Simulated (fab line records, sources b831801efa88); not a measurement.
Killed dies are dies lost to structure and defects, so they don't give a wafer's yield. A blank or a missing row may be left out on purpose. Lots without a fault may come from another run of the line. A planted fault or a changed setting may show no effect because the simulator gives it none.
Chamber matching | flow sky130 | SKY_LI_CONTACT_ETCH_15 on rie_diel-03: 4 sister chambers
The step etches PSG in C4F8/O2/Ar, stops on Si, target depth 600 nm. 4 wafers are shown with their chamber, then 8 later ones without.

WAFERS WITH THEIR CHAMBER
wafer  | chamber | rf_fwd_power_W (W)
L081.4 | 2       | 1483
L085.1 | 0       | 1492
L085.4 | 3       | 1493
L084.3 | 1       | 1483

WAFERS WITHOUT THEIR CHAMBER
wafer  | rf_fwd_power_W (W)
L084.5 | 1484
L084.6 | 1498
L092.1 | 1491
L092.3 | 1492
L092.5 | 1487
L095.2 | 1495
L095.4 | 1495
L095.5 | 1497

WHICH CHAMBER EACH WENT THROUGH
wafer  | from the rows above               | in truth
L084.5 | can't be placed: 1 or 2           | 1
L084.6 | can't be placed: 3 or 0           | 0
L092.1 | can't be placed: 0 or 3           | 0
L092.3 | can't be placed: 0 or 3           | 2
L092.5 | can't be placed: 1 or 2 or 0 or 3 | 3
L095.2 | can't be placed: 3 or 0           | 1
L095.4 | can't be placed: 3 or 0           | 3
L095.5 | can't be placed: 3 or 0           | 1
Placed correctly: 0 of 8. Can't be placed from these rows: 8 (the true chamber is among the candidates in 5). Placed wrongly: 0.
How it was worked out, from the rows above alone: a wafer's distance from a chamber is the root of the sum, over the readings, of the square of ((its reading less the chamber's mean) divided by the reading's scatter). The wafer belongs to the nearest chamber; if the next one is less than 2 further off, it can't be placed. A chamber's mean is the mean of its shown wafers. The scatter: with one shown wafer a chamber, the root of the mean of the squares of how far each hidden wafer lies from its nearest shown one.
